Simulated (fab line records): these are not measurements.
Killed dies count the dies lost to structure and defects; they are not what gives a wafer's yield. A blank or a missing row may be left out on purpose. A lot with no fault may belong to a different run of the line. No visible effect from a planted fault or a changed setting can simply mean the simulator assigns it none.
Comparing a struck lot with a sound one    flow sky130    15 out of 708 route steps
Sound: the wafers L773.1, L773.2, L773.5. The struck wafers were L764.3, L764.4, L764.5. The cause is given at the end.
Per side, at each step with rows, come the tool, then ch with its chambers, and then its first start. Under that, the readings that differ: sound wafers    struck wafers    difference of the means    sigmas: that difference in standard deviations of wafers without a fault.
alike: readings whose means differ by less than 2 such deviations, and words and numbers that are the same on both sides. not compared: withheld readings, readings that some wafer has no value for, bounds like >300 that may hide the same value, and numbers for which the record gives no deviation and whose values overlap.
The two part at a step that has a row with sigmas, a row that says differs or no value, or rows on one side only. Numbers that don't overlap but have no deviation are shown without sigmas and don't part them. A reading missing from all wafers of one side parts the sides only when that side holds two or more wafers.

SKY_METAL5_SPUTTER_03: material Ti, target thk 5 nm, time 3.3 s.
  sound: pvd sputter-01 at day 47 11:10; struck: pvd sputter-01 at day 45 11:22
  alike: throttle valve pct
SKY_METAL5_SPUTTER_04: material TiN, target thk 70 nm, time 58.3 s.
  sound: pvd sputter-01 at day 47 11:11; struck: pvd sputter-01 at day 45 11:23
  alike: throttle valve pct
SKY_METAL5_RS_MEAS_05: uses a four-point probe to measure.
  sound: film metro-02 at day 47 11:14; struck: film metro-01 at day 45 11:28
  alike: METAL5_ALCU_RS
SKY_METAL5_THK_MEAS_06: measures by xrf.
  sound: film metro-02 at day 47 11:22; struck: film metro-01 at day 45 11:34
  alike: METAL5_ALCU_THK
then, 7 steps without rows for these wafers: SKY_METAL5_DEHYDRATE_07 (time 60 s); SKY_METAL5_HMDS_08 (prime time 60 s); SKY_METAL5_COAT_09 (resist thk 1800 nm); SKY_METAL5_SOFTBAKE_10 (time 58.81 s); SKY_METAL5_EXPOSE_11 (exposes mask MM5, target cd 1600 nm); SKY_METAL5_PEB_12; SKY_METAL5_DEVELOP_13 (develop time 60 s).
SKY_METAL5_DESCUM_14: chemistry O2, time 11 s.
  sound on rie metal-03 ch 0,1, day 48 06:31; struck on rie metal-04 ch 0,1, day 46 08:29
  alike: drypump motor current A, oes product au, temp c
  not compared: rf hours counter h
SKY_METAL5_METAL_ETCH_15: etches the open film in Cl2/BCl3, stops on SiO2, target depth 1260 nm, time 252 s.
  sound on rie metal-03 ch 0,1, day 48 06:33; struck on rie metal-04 ch 0,1, day 46 08:35
  no value came back on the struck wafers for any of 6 readings (bcl3 flow sccm (sccm), bias w (W) and others); on the sound wafers bcl3 flow sccm (sccm) reads 30.09 29.98 29.93
reading                                      sound              struck             difference  sigmas
model.NOVOLAK_of_METAL5_COAT_09.thk nm (nm)  1040 1005 1011     1789 1783 1789     +768        
model.SiO2_of_VIA4_HDPCVD_00.thk nm (nm)     548.8 547.8 548.5  573.2 571.9 573.4  +24.5       
  not compared: rf hours counter h
SKY_METAL5_STRIP_16: strips in O2/N2.
  sound on plasma asher-02 ch 0,1, day 48 06:47; struck on plasma asher-01 ch 0,1, day 46 08:46
reading                       sound              struck             difference  sigmas
strip time to endpoint s (s)  13.14 12.79 12.79  21.54 21.47 21.54  +8.61       +54
  alike: drypump motor current A, o2 flow sccm, oes product au
  not compared: rf hours counter h
then, 1 step without rows for these wafers: SKY_METAL5_STRIP_17 (strips in post etch residue remover, time 1200 s).

== WHERE THEY PART ==
Earliest at SKY_METAL5_METAL_ETCH_15; latest, in this record, at SKY_METAL5_STRIP_16.

WHY: whatever the simulator had introduced
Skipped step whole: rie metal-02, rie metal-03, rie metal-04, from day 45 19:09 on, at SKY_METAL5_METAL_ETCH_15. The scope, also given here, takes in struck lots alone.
